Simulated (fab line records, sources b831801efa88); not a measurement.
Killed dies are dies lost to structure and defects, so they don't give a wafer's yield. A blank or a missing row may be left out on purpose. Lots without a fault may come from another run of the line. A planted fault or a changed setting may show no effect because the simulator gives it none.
fab line records | flow gf180mcu
record lots=5 wafers=15 last_day=32
route steps=602 shown HV_LDD@181
lots that met no fault: from a run of the same line without faults
start_h: hours from the record's first day to the start of the lot's first wafer shown | wait_h: hours since the lot's step before | " the same as in the row above | L1.1+2: a row that stands for several wafers | - no value, or no start given | * or withheld: withheld | < > ~ a bound
route shown NAME@n: a module of which the file shows steps, and the number in the route of the first | usual: mean/standard deviation of fault-free wafers | same: alike in all rows | chamber/n: place in a boat | sites: the reading at each site | _std_site: their standard deviation | _edge_site: outer sites' mean less inner sites' | radius_mm: how far each site lies from the wafer's centre | mask NAME#n: copy n | behind: the tool/chamber that last shaped the wafer | hold: why the lot was held/for how many hours/how that ended | device: the transistor (n, p or np) that didn't switch | end of line: the same wafers' tests at the end of the route | a step without rows: its recipe alone | killed: dies lost to structure and defects at the first sort, not the wafer's yield | map: a wafer's dies, x killed, . not, _ none there
set.NAME: the setting as run; set.NAME@STEP: as run at that earlier step | model.NAME: the simulator's own value behind a step, which no gauge read
lots at some steps of the route; a table a step, a row a wafer
services: from which hour (start_h, from the record's first day; less than 0 if before it) a tool's chamber was out of use, for how many hours, and why
## steps
# step GF_HV_LDD_PEB_05
# recipe temp_c=withheld time_s=* resist=NOVOLAK
# same time_s=*
# columns lot.wafer tool chamber start_h wait_h
L074.3+4+5 litho_track-03 0 - -
L075.1+2+3 litho_track-02 0 - -
L078.1+5+6 litho_track-03 0 - -
L085.1+3+4 litho_track-02 0 - -
L088.2+3+5 litho_track-04 0 - -
# step GF_HV_LDD_DEVELOP_06
# recipe develop_time_s=60 dev_temp_c=23
# columns lot.wafer tool chamber start_h wait_h
L074.3+4+5 litho_track-03 0 216.68 0.1
L075.1+2+3 litho_track-02 0 220.80 0.1
L078.1+5+6 litho_track-03 0 242.88 0.1
L085.1+3+4 litho_track-02 0 300.30 0.1
L088.2+3+5 litho_track-04 0 325.89 0.1
# step GF_HV_LDD_CD_MEAS_07
# recipe target_cd_nm=400
# usual cd_nm=399.5/2.4
# columns lot.wafer tool chamber start_h wait_h cd_nm
L074.3 cd_sem-02 - 216.82 0.1 397.3
L074.4 " - " " 397.1
L074.5 " - " " 396.1
L075.1 cd_sem-02 - 220.95 0.1 397.1
L075.2 " - " " 398.1
L075.3 " - " " 397.0
L078.1 cd_sem-01 - 243.03 0.1 401.3
L078.5 " - " " 402.7
L078.6 " - " " 398.9
L085.1 cd_sem-01 - 300.45 0.1 401.9
L085.3 " - " " 400.4
L085.4 " - " " 398.8
L088.2 cd_sem-01 - 326.03 0.1 400.5
L088.3 " - " " 399.1
L088.5 " - " " 399.0
# step GF_HV_LDD_OVL_MEAS_08
# usual HV_LDD_OVL=-0.3/1.2
# columns lot.wafer tool chamber start_h wait_h HV_LDD_OVL[nm]
L074.3 overlay-01 - 216.91 0.1 0.0
L074.4 " - " " -1.2
L074.5 " - " " 0.0
L075.1 overlay-02 - 221.07 0.1 -1.1
L075.2 " - " " 0.1
L075.3 " - " " -1.5
L078.1 overlay-01 - 243.15 0.1 0.8
L078.5 " - " " -1.2
L078.6 " - " " -0.2
L085.1 overlay-01 - 300.57 0.1 -1.1
L085.3 " - " " -2.2
L085.4 " - " " -2.1
L088.2 overlay-01 - 326.14 0.1 -1.1
L088.3 " - " " -1.0
L088.5 " - " " 1.6
# step GF_HV_LDD_IMPLANT_09
# recipe species=As energy_kev=40 dose_cm2=1e+14 tilt_deg=7
# usual dose_ions_cm2=9.999e+13/1.1e+11
# same implant_ion_amu=75
# columns lot.wafer tool chamber start_h wait_h dose_ions_cm2
L074.3 implanter-03 0 216.98 0.1 1.0004e+14
L074.4 " 0 " " 1.0008e+14
L074.5 " 0 " " 1.0008e+14
L075.1 implanter-04 0 221.11 0.0 9.988e+13
L075.2 " 0 " " 1.0018e+14
L075.3 " 0 " " 9.98e+13
L078.1 implanter-02 0 243.18 0.0 9.995e+13
L078.5 " 0 " " 1.0008e+14
L078.6 " 0 " " 1.0006e+14
L085.1 implanter-03 0 300.60 0.0 1.0004e+14
L085.3 " 0 " " 1.0009e+14
L085.4 " 0 " " 1e+14
L088.2 implanter-02 0 326.20 0.0 1.0004e+14
L088.3 " 0 " " 1.0012e+14
L088.5 " 0 " " 1.0005e+14
# step GF_HV_LDD_STRIP_10
# recipe chemistry=O2/N2 power_w=1400 pressure_mtorr=1500 platen_temp_c=250 o2_flow_sccm=3000 n2_flow_sccm=300 overash_fraction=0.5
# usual chamber_pressure_mTorr=1500.2/1.4 drypump_motor_current_A=5.3/0.52 heater_power_w=341/24 oes_product_au=0.716/0.0048 strip_time_to_endpoint_s=12.64/0.033
# columns lot.wafer tool chamber start_h wait_h chamber_pressure_mTorr drypump_motor_current_A heater_power_w oes_product_au rf_hours_counter_h strip_time_to_endpoint_s
L074.3 plasma_asher-01 0 217.12 0.1 1500.5 5.6 315 0.711 - 12.58
L074.4 " 1 " " 1500.4 5.3 383 0.723 - 12.62
L074.5 " 1 " " 1500.8 5.3 378 0.706 - 12.64
L075.1 plasma_asher-03 1 221.26 0.1 1499.5 4.8 360 0.719 44 12.67
L075.2 " 0 " " 1499.6 6.6 319 0.721 44 12.67
L075.3 " 0 " " 1499.3 6.6 307 0.717 - 12.66
L078.1 plasma_asher-04 0 243.33 0.1 1500.1 5.0 316 0.723 57 12.61
L078.5 " 0 " " 1500.8 5.0 316 0.712 - 12.60
L078.6 " 1 " " 1501.7 4.9 351 0.711 - 12.60
L085.1 plasma_asher-01 0 300.75 0.1 1501.9 5.6 315 0.720 69 12.62
L085.3 " 0 " " 1500.1 5.6 325 0.712 - 12.63
L085.4 " 1 " " 1500.2 5.3 377 0.718 - 12.66
L088.2 plasma_asher-04 1 326.32 0.1 1499.4 4.8 366 0.713 66 12.64
L088.3 " 1 " " 1500.0 4.8 350 0.718 - 12.69
L088.5 " 0 " " 1499.7 5.0 317 0.723 - 12.63
# step GF_HV_LDD_TW_MEAS_11
# usual HV_LDD_TW=2395/10
# columns lot.wafer tool chamber start_h wait_h HV_LDD_TW
L074.3 film_metro-04 - 217.20 0.1 2415
L074.4 " - " " 2414
L074.5 " - " " 2413
L075.1 film_metro-01 - 221.36 0.1 2403
L075.2 " - " " 2405
L075.3 " - " " 2403
L078.1 film_metro-04 - 243.43 0.1 2401
L078.5 " - " " 2404
L078.6 " - " " 2400
L085.1 film_metro-01 - 300.85 0.1 2391
L085.3 " - " " 2388
L085.4 " - " " 2382
L088.2 film_metro-01 - 326.43 0.1 2390
L088.3 " - " " 2395
L088.5 " - " " 2394
# step GF_HV_LDD_DEHYDRATE_12
# recipe temp_c=200 time_s=60
# same time_s=60
# columns lot.wafer tool chamber start_h wait_h
L074.3+4+5 litho_track-04 0 225.47 8.3
L075.1+2+3 litho_track-04 0 229.62 8.2
L078.1+5+6 litho_track-03 0 252.43 9.0
L085.1+3+4 litho_track-03 0 310.43 9.6
L088.2+3+5 litho_track-03 0 335.30 8.9
# step GF_HV_LDD_HMDS_13
# recipe prime_time_s=60 prime_temp_c=120
# columns lot.wafer tool chamber start_h wait_h
L074.3+4+5 litho_track-04 0 225.62 0.1
L075.1+2+3 litho_track-04 0 229.77 0.1
L078.1+5+6 litho_track-03 0 252.58 0.1
L085.1+3+4 litho_track-03 0 310.58 0.1
L088.2+3+5 litho_track-03 0 335.45 0.1
# step GF_HV_LDD_COAT_14
# recipe resist=NOVOLAK spin_rpm=3000 resist_thk_nm=1000
# columns lot.wafer tool chamber start_h wait_h
L074.3+4+5 litho_track-04 0 225.77 0.1
L075.1+2+3 litho_track-04 0 229.92 0.1
L078.1+5+6 litho_track-03 0 252.73 0.1
L085.1+3+4 litho_track-03 0 310.73 0.1
L088.2+3+5 litho_track-03 0 335.60 0.1
# step GF_HV_LDD_SOFTBAKE_15
# recipe temp_c=90 time_s=60 resist=NOVOLAK
# same time_s=60
# columns lot.wafer tool chamber start_h wait_h
L074.3+4+5 litho_track-04 0 225.92 0.1
L075.1+2+3 litho_track-04 0 230.07 0.1
L078.1+5+6 litho_track-03 0 252.88 0.1
L085.1+3+4 litho_track-03 0 310.88 0.1
L088.2+3+5 litho_track-03 0 335.75 0.1
# step GF_HV_LDD_EXPOSE_16
# recipe mask_id=Pplus_LV_AREA target_cd_nm=400 na=0.6 source_shape=conventional sigma_outer=0.6 dose_mj=140
# same sigma_outer=0.6
# columns lot.wafer tool chamber start_h wait_h mask
L074.3+4+5 iline_stepper-02 0 - - Pplus_LV_AREA#0
L075.1+2+3 iline_stepper-01 0 - - Pplus_LV_AREA#0
L078.1+5+6 iline_stepper-02 0 - - Pplus_LV_AREA#0
L085.1+3+4 iline_stepper-02 0 - - Pplus_LV_AREA#0
L088.2+3+5 iline_stepper-02 0 - - Pplus_LV_AREA#0
# step GF_HV_LDD_PEB_17
# recipe temp_c=withheld time_s=* resist=NOVOLAK
# same time_s=*
# columns lot.wafer tool chamber start_h wait_h
L074.3+4+5 litho_track-04 0 - -
L075.1+2+3 litho_track-02 0 - -
L078.1+5+6 litho_track-02 0 - -
L085.1+3+4 litho_track-02 0 - -
L088.2+3+5 litho_track-02 0 - -
# step GF_HV_LDD_DEVELOP_18
# recipe develop_time_s=60 dev_temp_c=23
# columns lot.wafer tool chamber start_h wait_h
L074.3+4+5 litho_track-04 0 234.92 0.1
L075.1+2+3 litho_track-02 0 239.25 0.1
L078.1+5+6 litho_track-02 0 262.40 0.1
L085.1+3+4 litho_track-02 0 320.65 0.1
L088.2+3+5 litho_track-02 0 346.07 0.1
# step GF_HV_LDD_CD_MEAS_19
# recipe target_cd_nm=400
# usual cd_nm=400.3/1.9
# columns lot.wafer tool chamber start_h wait_h cd_nm
L074.3 cd_sem-02 - 235.06 0.1 404.4
L074.4 " - " " 404.8
L074.5 " - " " 401.6
L075.1 cd_sem-02 - 239.51 0.2 398.4
L075.2 " - " " 401.2
L075.3 " - " " 402.5
L078.1 cd_sem-02 - 262.55 0.1 399.9
L078.5 " - " " 399.1
L078.6 " - " " 398.7
L085.1 cd_sem-01 - 320.80 0.1 400.8
L085.3 " - " " 398.8
L085.4 " - " " 399.8
L088.2 cd_sem-02 - 346.22 0.1 400.0
L088.3 " - " " 400.2
L088.5 " - " " 401.0
# step GF_HV_LDD_OVL_MEAS_20
# usual HV_LDD_01_OVL=-1.2/1.2
# columns lot.wafer tool chamber start_h wait_h HV_LDD_01_OVL[nm]
L074.3 overlay-01 - 235.15 0.1 -1.4
L074.4 " - " " -0.9
L074.5 " - " " -1.4
L075.1 overlay-01 - 239.63 0.1 -0.6
L075.2 " - " " -2.7
L075.3 " - " " -3.8
L078.1 overlay-02 - 262.67 0.1 -0.5
L078.5 " - " " 0.2
L078.6 " - " " -1.5
L085.1 overlay-01 - 320.92 0.1 -1.0
L085.3 " - " " -1.0
L085.4 " - " " -1.5
L088.2 overlay-02 - 346.32 0.1 -2.0
L088.3 " - " " -2.4
L088.5 " - " " -0.9
# step GF_HV_LDD_IMPLANT_21
# recipe species=BF2 energy_kev=25 dose_cm2=5e+13 tilt_deg=7
# usual dose_ions_cm2=5.002e+13/5.4e+10
# same implant_ion_amu=49
# columns lot.wafer tool chamber start_h wait_h dose_ions_cm2
L074.3 implanter-02 0 235.22 0.1 5.006e+13
L074.4 " 0 " " 5.01e+13
L074.5 " 0 " " 5.002e+13
L075.1 implanter-04 0 239.67 0.0 5.002e+13
L075.2 " 0 " " 5e+13
L075.3 " 0 " " 4.997e+13
L078.1 implanter-02 0 262.71 0.0 4.999e+13
L078.5 " 0 " " 5.003e+13
L078.6 " 0 " " 4.998e+13
L085.1 implanter-02 0 320.95 0.0 4.999e+13
L085.3 " 0 " " 4.993e+13
L085.4 " 0 " " 5.003e+13
L088.2 implanter-03 0 346.38 0.0 5.005e+13
L088.3 " 0 " " 5.004e+13
L088.5 " 0 " " 5e+13
# step GF_HV_LDD_STRIP_22
# recipe chemistry=O2/N2 power_w=1400 pressure_mtorr=1500 platen_temp_c=250 o2_flow_sccm=3000 n2_flow_sccm=300 overash_fraction=0.5
# usual chamber_pressure_mTorr=1499.9/1.4 drypump_motor_current_A=5.3/0.54 heater_power_w=341/24 oes_product_au=0.716/0.0045 strip_time_to_endpoint_s=12.65/0.032
# columns lot.wafer tool chamber start_h wait_h chamber_pressure_mTorr drypump_motor_current_A heater_power_w oes_product_au rf_hours_counter_h strip_time_to_endpoint_s
L074.3 plasma_asher-04 0 235.35 0.1 1501.4 5.0 318 0.716 - 12.68
L074.4 " 1 " " 1500.0 4.8 359 0.718 - 12.64
L074.5 " 0 " " 1498.2 5.0 321 0.713 - 12.63
L075.1 plasma_asher-04 0 239.82 0.1 1497.6 5.0 320 0.721 57 12.68
L075.2 " 1 " " 1501.5 4.8 354 0.710 57 12.66
L075.3 " 0 " " 1499.6 5.0 325 0.718 - 12.69
L078.1 plasma_asher-03 0 262.86 0.1 1500.4 6.5 315 0.714 48 12.63
L078.5 " 1 " " 1500.4 4.8 354 0.708 - 12.63
L078.6 " 0 " " 1498.7 6.6 327 0.710 - 12.63
L085.1 plasma_asher-04 1 321.10 0.1 1501.0 4.8 350 0.723 65 12.68
L085.3 " 0 " " 1501.5 5.0 319 0.717 - 12.66
L085.4 " 1 " " 1501.1 4.8 356 0.725 - 12.71
L088.2 plasma_asher-03 1 346.50 0.1 1500.6 4.8 351 0.708 57 12.65
L088.3 " 0 " " 1501.8 6.5 326 0.715 - 12.67
L088.5 " 0 " " 1499.0 6.6 315 0.712 - 12.66
# step GF_HV_LDD_TW_MEAS_23
# usual HV_LDD_2_TW=1049/5.1
# columns lot.wafer tool chamber start_h wait_h HV_LDD_2_TW
L074.3 film_metro-04 - 235.44 0.1 1056
L074.4 " - " " 1063
L074.5 " - " " 1063
L075.1 film_metro-02 - 239.92 0.1 1047
L075.2 " - " " 1047
L075.3 " - " " 1048
L078.1 film_metro-01 - 262.96 0.1 1042
L078.5 " - " " 1047
L078.6 " - " " 1050
L085.1 film_metro-01 - 321.20 0.1 1045
L085.3 " - " " 1050
L085.4 " - " " 1049
L088.2 film_metro-02 - 346.61 0.1 1056
L088.3 " - " " 1058
L088.5 " - " " 1057
# step GF_HV_LDD_DEHYDRATE_24
# recipe temp_c=200 time_s=60
# same time_s=60
# columns lot.wafer tool chamber start_h wait_h
L074.3+4+5 litho_track-02 0 243.80 8.3
L075.1+2+3 litho_track-03 0 247.98 8.0
L078.1+5+6 litho_track-02 0 271.75 8.8
L085.1+3+4 litho_track-04 0 330.46 9.2
L088.2+3+5 litho_track-03 0 356.85 10.2
# step GF_HV_LDD_HMDS_25
# recipe prime_time_s=60 prime_temp_c=120
# columns lot.wafer tool chamber start_h wait_h
L074.3+4+5 litho_track-02 0 243.95 0.1
L075.1+2+3 litho_track-03 0 248.13 0.1
L078.1+5+6 litho_track-02 0 271.90 0.1
L085.1+3+4 litho_track-04 0 330.61 0.1
L088.2+3+5 litho_track-03 0 357.00 0.1
# step GF_HV_LDD_COAT_26
# recipe resist=NOVOLAK spin_rpm=3000 resist_thk_nm=1000
# columns lot.wafer tool chamber start_h wait_h
L074.3+4+5 litho_track-02 0 244.10 0.1
L075.1+2+3 litho_track-03 0 248.28 0.1
L078.1+5+6 litho_track-02 0 272.05 0.1
L085.1+3+4 litho_track-04 0 330.76 0.1
L088.2+3+5 litho_track-03 0 357.15 0.1
# step GF_HV_LDD_SOFTBAKE_27
# recipe temp_c=90 time_s=60 resist=NOVOLAK
# same time_s=60
# columns lot.wafer tool chamber start_h wait_h
L074.3+4+5 litho_track-02 0 244.25 0.1
L075.1+2+3 litho_track-03 0 248.43 0.1
L078.1+5+6 litho_track-02 0 272.20 0.1
L085.1+3+4 litho_track-04 0 330.91 0.1
L088.2+3+5 litho_track-03 0 357.30 0.1
# step GF_HV_LDD_EXPOSE_28
# recipe mask_id=Nplus_HV_AREA target_cd_nm=400 na=0.6 source_shape=conventional sigma_outer=0.6 dose_mj=140
# same sigma_outer=0.6
# columns lot.wafer tool chamber start_h wait_h mask
L074.3+4+5 iline_stepper-01 0 - - Nplus_HV_AREA#0
L075.1+2+3 iline_stepper-02 0 - - Nplus_HV_AREA#0
L078.1+5+6 iline_stepper-02 0 - - Nplus_HV_AREA#0
L085.1+3+4 iline_stepper-02 0 - - Nplus_HV_AREA#0
L088.2+3+5 iline_stepper-01 0 - - Nplus_HV_AREA#0
# step GF_HV_LDD_PEB_29
# recipe temp_c=withheld time_s=* resist=NOVOLAK
# same time_s=*
# columns lot.wafer tool chamber start_h wait_h
L074.3+4+5 litho_track-03 0 - -
L075.1+2+3 litho_track-03 0 - -
L078.1+5+6 litho_track-02 0 - -
L085.1+3+4 litho_track-03 0 - -
L088.2+3+5 litho_track-02 0 - -
# step GF_HV_LDD_DEVELOP_30
# recipe develop_time_s=60 dev_temp_c=23
# columns lot.wafer tool chamber start_h wait_h
L074.3+4+5 litho_track-03 0 253.23 0.1
L075.1+2+3 litho_track-03 0 257.63 0.1
L078.1+5+6 litho_track-02 0 281.85 0.1
L085.1+3+4 litho_track-03 0 340.73 0.1
L088.2+3+5 litho_track-02 0 368.12 0.1
# step GF_HV_LDD_CD_MEAS_31
# recipe target_cd_nm=400
# usual cd_nm=399.6/2
# columns lot.wafer tool chamber start_h wait_h cd_nm
L074.3 cd_sem-01 - 253.37 0.1 400.4
L074.4 " - " " 400.2
L074.5 " - " " 400.0
L075.1 cd_sem-01 - 257.78 0.1 400.4
L075.2 " - " " 398.4
L075.3 " - " " 397.7
L078.1 cd_sem-02 - 282.00 0.1 394.8
L078.5 " - " " 396.7
L078.6 " - " " 394.3
L085.1 cd_sem-02 - 340.88 0.1 400.8
L085.3 " - " " 400.6
L085.4 " - " " 400.3
L088.2 cd_sem-01 - 368.27 0.1 401.2
L088.3 " - " " 399.4
L088.5 " - " " 398.5
# step GF_HV_LDD_OVL_MEAS_32
# usual HV_LDD_02_OVL=0.0/1.5
# columns lot.wafer tool chamber start_h wait_h HV_LDD_02_OVL[nm]
L074.3 overlay-01 - 253.46 0.1 2.0
L074.4 " - " " -0.8
L074.5 " - " " -0.3
L075.1 overlay-02 - 257.90 0.1 -1.6
L075.2 " - " " -2.7
L075.3 " - " " -1.6
L078.1 overlay-02 - 282.12 0.1 -1.5
L078.5 " - " " 0.1
L078.6 " - " " -0.2
L085.1 overlay-02 - 341.00 0.1 0.3
L085.3 " - " " 0.3
L085.4 " - " " 0.2
L088.2 overlay-02 - 368.37 0.1 1.8
L088.3 " - " " 1.4
L088.5 " - " " 2.6
# step GF_HV_LDD_IMPLANT_33
# recipe species=P energy_kev=60 dose_cm2=7.5e+12 tilt_deg=30 rotation_deg=0
# usual dose_ions_cm2=7.498e+12/8.3e+09
# same implant_ion_amu=31
# columns lot.wafer tool chamber start_h wait_h dose_ions_cm2
L074.3 implanter-03 0 253.53 0.1 7.498e+12
L074.4 " 0 " " 7.49e+12
L074.5 " 0 " " 7.496e+12
L075.1 implanter-03 0 257.93 0.0 7.496e+12
L075.2 " 0 " " 7.499e+12
L075.3 " 0 " " 7.501e+12
L078.1 implanter-02 0 282.15 0.0 7.504e+12
L078.5 " 0 " " 7.512e+12
L078.6 " 0 " " 7.509e+12
L085.1 implanter-03 0 341.03 0.0 7.495e+12
L085.3 " 0 " " 7.496e+12
L085.4 " 0 " " 7.489e+12
L088.2 implanter-03 0 368.43 0.0 7.503e+12
L088.3 " 0 " " 7.489e+12
L088.5 " 0 " " 7.505e+12
# step GF_HV_LDD_IMPLANT_34
# recipe species=P energy_kev=60 dose_cm2=7.5e+12 tilt_deg=30 rotation_deg=90
# usual dose_ions_cm2=7.5e+12/8.6e+09
# same implant_ion_amu=31
# columns lot.wafer tool chamber start_h wait_h dose_ions_cm2
L074.3 implanter-03 0 253.68 0.1 7.506e+12
L074.4 " 0 " " 7.505e+12
L074.5 " 0 " " 7.512e+12
L075.1 implanter-03 0 258.08 0.1 7.51e+12
L075.2 " 0 " " 7.523e+12
L075.3 " 0 " " 7.516e+12
L078.1 implanter-02 0 282.30 0.1 7.51e+12
L078.5 " 0 " " 7.5e+12
L078.6 " 0 " " 7.507e+12
L085.1 implanter-03 0 341.18 0.1 7.486e+12
L085.3 " 0 " " 7.503e+12
L085.4 " 0 " " 7.482e+12
L088.2 implanter-03 0 368.58 0.1 7.498e+12
L088.3 " 0 " " 7.512e+12
L088.5 " 0 " " 7.494e+12
# step GF_HV_LDD_IMPLANT_35
# recipe species=P energy_kev=60 dose_cm2=7.5e+12 tilt_deg=30 rotation_deg=180
# usual dose_ions_cm2=7.501e+12/7.5e+09
# same implant_ion_amu=31
# columns lot.wafer tool chamber start_h wait_h dose_ions_cm2
L074.3 implanter-03 0 253.83 0.1 7.498e+12
L074.4 " 0 " " 7.504e+12
L074.5 " 0 " " 7.509e+12
L075.1 implanter-03 0 258.23 0.1 7.495e+12
L075.2 " 0 " " 7.503e+12
L075.3 " 0 " " 7.499e+12
L078.1 implanter-02 0 282.45 0.1 7.494e+12
L078.5 " 0 " " 7.498e+12
L078.6 " 0 " " 7.516e+12
L085.1 implanter-03 0 341.33 0.1 7.517e+12
L085.3 " 0 " " 7.515e+12
L085.4 " 0 " " 7.507e+12
L088.2 implanter-03 0 368.73 0.1 7.506e+12
L088.3 " 0 " " 7.501e+12
L088.5 " 0 " " 7.497e+12
# step GF_HV_LDD_IMPLANT_36
# recipe species=P energy_kev=60 dose_cm2=7.5e+12 tilt_deg=30 rotation_deg=270
# usual dose_ions_cm2=7.5e+12/8.5e+09
# same implant_ion_amu=31
# columns lot.wafer tool chamber start_h wait_h dose_ions_cm2
L074.3 implanter-03 0 253.98 0.1 7.489e+12
L074.4 " 0 " " 7.5e+12
L074.5 " 0 " " 7.49e+12
L075.1 implanter-03 0 258.38 0.1 7.499e+12
L075.2 " 0 " " 7.499e+12
L075.3 " 0 " " 7.507e+12
L078.1 implanter-02 0 282.60 0.1 7.512e+12
L078.5 " 0 " " 7.506e+12
L078.6 " 0 " " 7.498e+12
L085.1 implanter-03 0 341.48 0.1 7.496e+12
L085.3 " 0 " " 7.488e+12
L085.4 " 0 " " 7.491e+12
L088.2 implanter-03 0 368.88 0.1 7.489e+12
L088.3 " 0 " " 7.49e+12
L088.5 " 0 " " 7.489e+12
# step GF_HV_LDD_STRIP_37
# recipe chemistry=O2/N2 power_w=1400 pressure_mtorr=1500 platen_temp_c=250 o2_flow_sccm=3000 n2_flow_sccm=300 overash_fraction=0.5
# usual chamber_pressure_mTorr=1499.9/1.4 drypump_motor_current_A=5.4/0.65 heater_power_w=339/21 oes_product_au=0.716/0.0041 strip_time_to_endpoint_s=12.63/0.038
# columns lot.wafer tool chamber start_h wait_h chamber_pressure_mTorr drypump_motor_current_A heater_power_w oes_product_au rf_hours_counter_h strip_time_to_endpoint_s
L074.3 plasma_asher-03 0 254.12 0.1 1500.6 6.6 316 0.712 - 12.61
L074.4 " 1 " " 1500.2 4.8 358 0.709 - 12.62
L074.5 " 1 " " 1499.2 4.8 355 0.723 - 12.65
L075.1 plasma_asher-01 1 258.53 0.1 1500.5 5.3 372 0.705 65 12.62
L075.2 " 0 " " 1499.5 5.6 322 0.722 65 12.60
L075.3 " 1 " " 1500.9 5.3 380 0.720 - 12.63
L078.1 plasma_asher-03 1 282.75 0.1 1499.7 4.8 361 0.719 50 12.61
L078.5 " 0 " " 1499.4 6.6 313 0.716 - 12.61
L078.6 " 1 " " 1500.7 4.8 359 0.715 - 12.64
L085.1 plasma_asher-03 0 341.63 0.1 1498.5 6.5 323 0.710 57 12.59
L085.3 " 1 " " 1499.3 4.8 353 0.720 - 12.63
L085.4 " 0 " " 1500.2 6.5 317 0.711 - 12.58
L088.2 plasma_asher-04 1 369.00 0.1 1497.6 4.8 351 0.715 70 12.67
L088.3 " 0 " " 1500.7 5.0 319 0.710 - 12.70
L088.5 " 0 " " 1498.2 5.0 319 0.725 - 12.66
# step GF_HV_LDD_TW_MEAS_38
# usual HV_LDD_3_TW=1427/6.1
# columns lot.wafer tool chamber start_h wait_h HV_LDD_3_TW
L074.3 film_metro-01 - 254.20 0.1 1428
L074.4 " - " " 1422
L074.5 " - " " 1429
L075.1 film_metro-02 - 258.63 0.1 1424
L075.2 " - " " 1416
L075.3 " - " " 1425
L078.1 film_metro-01 - 282.85 0.1 1420
L078.5 " - " " 1416
L078.6 " - " " 1421
L085.1 film_metro-02 - 341.73 0.1 1438
L085.3 " - " " 1442
L085.4 " - " " 1438
L088.2 film_metro-04 - 369.11 0.1 1430
L088.3 " - " " 1421
L088.5 " - " " 1423
# step GF_HV_LDD_DEHYDRATE_39
# recipe temp_c=200 time_s=60
# same time_s=60
# columns lot.wafer tool chamber start_h wait_h
L074.3+4+5 litho_track-02 0 262.95 8.7
L075.1+2+3 litho_track-03 0 268.13 9.5
L078.1+5+6 litho_track-03 0 291.83 9.0
L085.1+3+4 litho_track-02 0 352.05 10.3
L088.2+3+5 litho_track-03 0 379.80 10.7
# step GF_HV_LDD_HMDS_40
# recipe prime_time_s=60 prime_temp_c=120
# columns lot.wafer tool chamber start_h wait_h
L074.3+4+5 litho_track-02 0 263.10 0.1
L075.1+2+3 litho_track-03 0 268.28 0.1
L078.1+5+6 litho_track-03 0 291.98 0.1
L085.1+3+4 litho_track-02 0 352.20 0.1
L088.2+3+5 litho_track-03 0 379.95 0.1
# step GF_HV_LDD_COAT_41
# recipe resist=NOVOLAK spin_rpm=3000 resist_thk_nm=1000
# columns lot.wafer tool chamber start_h wait_h
L074.3+4+5 litho_track-02 0 263.25 0.1
L075.1+2+3 litho_track-03 0 268.43 0.1
L078.1+5+6 litho_track-03 0 292.13 0.1
L085.1+3+4 litho_track-02 0 352.35 0.1
L088.2+3+5 litho_track-03 0 380.10 0.1
# step GF_HV_LDD_SOFTBAKE_42
# recipe temp_c=90 time_s=60 resist=NOVOLAK
# same time_s=60
# columns lot.wafer tool chamber start_h wait_h
L074.3+4+5 litho_track-02 0 263.40 0.1
L075.1+2+3 litho_track-03 0 268.58 0.1
L078.1+5+6 litho_track-03 0 292.28 0.1
L085.1+3+4 litho_track-02 0 352.50 0.1
L088.2+3+5 litho_track-03 0 380.25 0.1
# step GF_HV_LDD_EXPOSE_43
# recipe mask_id=Pplus_HV_AREA target_cd_nm=400 na=0.6 source_shape=conventional sigma_outer=0.6 dose_mj=140
# same sigma_outer=0.6
# columns lot.wafer tool chamber start_h wait_h mask
L074.3+4+5 iline_stepper-02 0 - - Pplus_HV_AREA#0
L075.1+2+3 iline_stepper-02 0 - - Pplus_HV_AREA#0
L078.1+5+6 iline_stepper-02 0 - - Pplus_HV_AREA#0
L085.1+3+4 iline_stepper-01 0 - - Pplus_HV_AREA#0
L088.2+3+5 iline_stepper-01 0 - - Pplus_HV_AREA#0
# step GF_HV_LDD_PEB_44
# recipe temp_c=withheld time_s=* resist=NOVOLAK
# same time_s=*
# columns lot.wafer tool chamber start_h wait_h
L074.3+4+5 litho_track-04 0 - -
L075.1+2+3 litho_track-04 0 - -
L078.1+5+6 litho_track-03 0 - -
L085.1+3+4 litho_track-02 0 - -
L088.2+3+5 litho_track-02 0 - -
# step GF_HV_LDD_DEVELOP_45
# recipe develop_time_s=60 dev_temp_c=23
# columns lot.wafer tool chamber start_h wait_h
L074.3+4+5 litho_track-04 0 272.17 0.1
L075.1+2+3 litho_track-04 0 278.26 0.1
L078.1+5+6 litho_track-03 0 301.58 0.1
L085.1+3+4 litho_track-02 0 362.90 0.1
L088.2+3+5 litho_track-02 0 391.42 0.1
# step GF_HV_LDD_CD_MEAS_46
# recipe target_cd_nm=400
# usual cd_nm=400.1/2.3
# columns lot.wafer tool chamber start_h wait_h cd_nm
L074.3 cd_sem-02 - 272.31 0.1 400.4
L074.4 " - " " 401.5
L074.5 " - " " 401.6
L075.1 cd_sem-02 - 278.41 0.1 401.3
L075.2 " - " " 400.7
L075.3 " - " " 400.0
L078.1 cd_sem-02 - 301.73 0.1 400.9
L078.5 " - " " 400.2
L078.6 " - " " 400.4
L085.1 cd_sem-01 - 363.05 0.1 396.1
L085.3 " - " " 398.1
L085.4 " - " " 400.6
L088.2 cd_sem-01 - 391.57 0.1 402.1
L088.3 " - " " 401.2
L088.5 " - " " 401.4
# step GF_HV_LDD_OVL_MEAS_47
# usual HV_LDD_03_OVL=-0.1/1.3
# columns lot.wafer tool chamber start_h wait_h HV_LDD_03_OVL[nm]
L074.3 overlay-02 - 272.40 0.1 -2.2
L074.4 " - " " -0.9
L074.5 " - " " -1.0
L075.1 overlay-02 - 278.53 0.1 -2.5
L075.2 " - " " -1.4
L075.3 " - " " -1.9
L078.1 overlay-02 - 301.85 0.1 -0.3
L078.5 " - " " 0.0
L078.6 " - " " 0.3
L085.1 overlay-02 - 363.17 0.1 0.5
L085.3 " - " " 1.3
L085.4 " - " " 0.1
L088.2 overlay-02 - 391.67 0.1 1.1
L088.3 " - " " 0.7
L088.5 " - " " 2.1
## services
# columns tool chamber start_h hours kind
implanter-03 - 201.84 6.2 repair
implanter-03 - 220.16 1.7 repair
iline_stepper-01 - 251.88 1.7 pm
implanter-03 - 259.50 5.8 pm
iline_stepper-01 - 267.71 2.1 pm
iline_stepper-01 - 269.80 - consumable_replace:lamp
iline_stepper-02 - 276.16 1.4 repair
implanter-04 - 292.27 1.9 repair
litho_track-02 - 296.55 - consumable_replace:filter
implanter-04 - 305.67 2.8 repair
implanter-02 - 308.63 0.5 repair
implanter-04 - 337.40 13.4 pm
iline_stepper-02 0 343.61 - calibration
iline_stepper-02 - 345.78 23.1 repair
plasma_asher-03 - 347.52 1.7 repair
iline_stepper-01 0 362.41 - calibration
iline_stepper-02 - 377.92 1.7 pm
plasma_asher-04 - 379.23 12.2 repair
plasma_asher-03 - 383.06 28.1 pm
## key
fault none
